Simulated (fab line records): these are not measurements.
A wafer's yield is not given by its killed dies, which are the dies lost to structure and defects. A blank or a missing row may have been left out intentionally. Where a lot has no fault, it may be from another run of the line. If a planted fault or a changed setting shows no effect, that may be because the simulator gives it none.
Which tool is to blame? | flow sky130 | 37 wafers from 13 lots sampled at 4 of the route's 708 steps

## WHAT THE GAUGES SHOWED, per wafer
SKY_VIA1_THK_MEAS_01. Usual: VIA1_HDPCVD_THK typically reads 1027 nm, with standard deviation 13.
lot  | measured     | on            | VIA1_HDPCVD_THK (nm) | flag
L335 | day 32 23:38 | film metro-01 | 1021 1031 1020       |
L337 | day 33 13:54 | film metro-03 | 1035 1001 1016       |
L340 | day 34 20:31 | film metro-01 | 1013 1016 1021       |
L342 | day 35 14:57 | film metro-04 | 1042 1015 1029       |
L343 | day 35 23:47 | film metro-03 | 1016 1021 1009       |
L346 | day 36 20:26 | film metro-01 | 1027 1018 1028       |
L347 | day 37 00:29 | film metro-04 | 1023 1023            |
L348 | day 37 01:22 | film metro-03 | 1031 1036 1023       |
L349 | day 37 05:58 | film metro-04 | 1045 1029 1040       |
L351 | day 38 02:43 | film metro-04 | 1034 1033 1038       |
L352 | day 38 08:37 | film metro-03 | 1039 1053            |
L353 | day 38 15:23 | film metro-01 | 1018 1018 1017       |
L356 | day 39 12:42 | film metro-04 | 1028 1019 1034       |

SKY_VIA2_CD_MEAS_12 targets a cd of 200 nm. Usual: cd nm 200.0 nm, standard deviation 1.5.
lot  | measured     | on        | cd nm (nm)        | flag
L335 | day 36 11:17 | cd sem-01 | 199.2 200.4 199.8 |
L337 | day 37 01:49 | cd sem-02 | 199.9 198.7 200.0 |
L340 | day 38 06:49 | cd sem-01 | 202.8 202.2 202.0 |
L342 | day 39 00:14 | cd sem-01 | 198.0 197.0 198.1 |
L343 | day 39 08:43 | cd sem-01 | 200.1 201.9 202.6 |
L346 | day 40 06:53 | cd sem-01 | 200.4 198.4 200.6 |
L347 | day 40 08:31 | cd sem-02 | 200.7 201.5       |
L348 | day 40 09:41 | cd sem-01 | 199.0 198.6 198.5 |
L349 | day 40 12:49 | cd sem-01 | 201.4 201.4 201.3 |
L351 | day 41 10:41 | cd sem-02 | 199.1 199.6 200.9 |
L352 | day 41 14:33 | cd sem-01 | 196.3 197.4       |
L353 | day 41 19:22 | cd sem-02 | 198.8 200.4 198.4 |
L356 | day 42 17:22 | cd sem-01 | 199.8 199.8 198.2 |

SKY_CAPM_OVL_MEAS_12. Usual: CAPM_OVL typically reads 0.7 nm, with standard deviation 1.5.
lot  | measured     | on         | CAPM_OVL (nm)  | flag
L335 | day 37 15:24 | overlay-01 | 0.2 0.2 0.2    |
L337 | day 38 05:25 | overlay-01 | 1.6 3.5 2.1    |
L340 | day 39 09:02 | overlay-02 | -1.9 -2.2 -1.2 |
L346 | day 41 09:03 | overlay-02 | 0.8 0.6 1.7    |
L347 | day 41 10:10 | overlay-01 | -0.4 1.3       |
L348 | day 41 12:10 | overlay-01 | 1.1 -0.1 -0.4  |
L349 | day 41 15:04 | overlay-01 | -1.0 1.1 1.0   |
L351 | day 42 11:55 | overlay-01 | 0.7 -0.3 0.1   |
L352 | day 42 16:36 | overlay-02 | 0.0 -0.2       |
L353 | day 42 20:16 | overlay-01 | 0.3 1.4 1.1    |
L356 | day 44 05:31 | overlay-01 | 1.9 2.3 2.0    |

## EACH LOT AND THE TOOL THAT RAN IT (in order: tool; ch and the chambers of the sampled wafers; start)
lot  | SKY_VIA2_SPUTTER_20
L335 | pvd sputter-04, day 36 12:07
L337 | pvd sputter-04, day 37 02:41
L340 | pvd sputter-04, day 38 07:42
L342 | pvd sputter-04, day 39 01:07
L343 | pvd sputter-02, day 39 09:34
L346 | pvd sputter-03, day 40 07:43
L347 | pvd sputter-02, day 40 09:19
L348 | pvd sputter-03, day 40 10:34
L349 | pvd sputter-04, day 40 13:40
L351 | pvd sputter-03, day 41 11:33
L352 | pvd sputter-03, day 41 15:46
L353 | pvd sputter-02, day 41 20:11
L356 | pvd sputter-04, day 42 18:13
- SKY_VIA2_SPUTTER_20: material TiN, target thk 20 nm, time 80 s.

## WHAT THE TOOLS THEMSELVES READ (means of the sampled wafers that have a number; where no wafer has one, the mark that the record gives instead)
SKY_VIA2_SPUTTER_20. Usual: cathode dc power W 4000.0 W, standard deviation 0.75; chamber pressure pa 5.000 Pa, standard deviation 0.0099; throttle valve pct 30.2 %, standard deviation 1.1.
lot  | tool           | cathode dc power W (W) | chamber pressure pa (Pa) | throttle valve pct (%) | flag
L335 | pvd sputter-04 | 4000.1                 | 5.004                    | 28.6                   |
L337 | pvd sputter-04 | 4000.3                 | 4.996                    | 29.7                   |
L340 | pvd sputter-04 | 3999.5                 | 5.006                    | 29.7                   |
L342 | pvd sputter-04 | -                      | -                        | -                      | OFF
L343 | pvd sputter-02 | -                      | -                        | -                      | OFF
L346 | pvd sputter-03 | 4000.1                 | 5.001                    | 31.4                   |
L347 | pvd sputter-02 | 4000.3                 | 5.011                    | 30.1                   |
L348 | pvd sputter-03 | 3999.9                 | 4.997                    | 30.8                   |
L349 | pvd sputter-04 | 3999.4                 | 4.999                    | 29.2                   |
L351 | pvd sputter-03 | 4000.0                 | 5.002                    | 30.7                   |
L352 | pvd sputter-03 | 3999.8                 | 4.998                    | 31.4                   |
L353 | pvd sputter-02 | 3999.9                 | 5.006                    | 30.3                   |
L356 | pvd sputter-04 | 4000.5                 | 5.006                    | 29.1                   |

## THE ANSWER, worked out from the rows above alone
Rule: lot off if the mean of its wafers having a number is beyond 3 standard deviations from the usual mean. Also off: a lot with no number at a reading for which 4 or more lots have one. Where the step has rows for the other lots, those lots are counted as sound. Order of review: gauges by route order, followed by the tools' own readings, for which a lot's mean as printed above is used. The first step at which some lot is off is used, and at that step the reading that is off furthest; a lot without a number counts as furthest.
Off, at SKY_VIA2_SPUTTER_20 on cathode dc power W: L342, L343. Without a number there: L342, L343.
If a tool, at that step or one of the process steps before it, ran each lot that is off and ran no sound lot following the first of them, it fits. Of those tried, none fits.

## WHAT THE SIMULATOR HAD PUT IN
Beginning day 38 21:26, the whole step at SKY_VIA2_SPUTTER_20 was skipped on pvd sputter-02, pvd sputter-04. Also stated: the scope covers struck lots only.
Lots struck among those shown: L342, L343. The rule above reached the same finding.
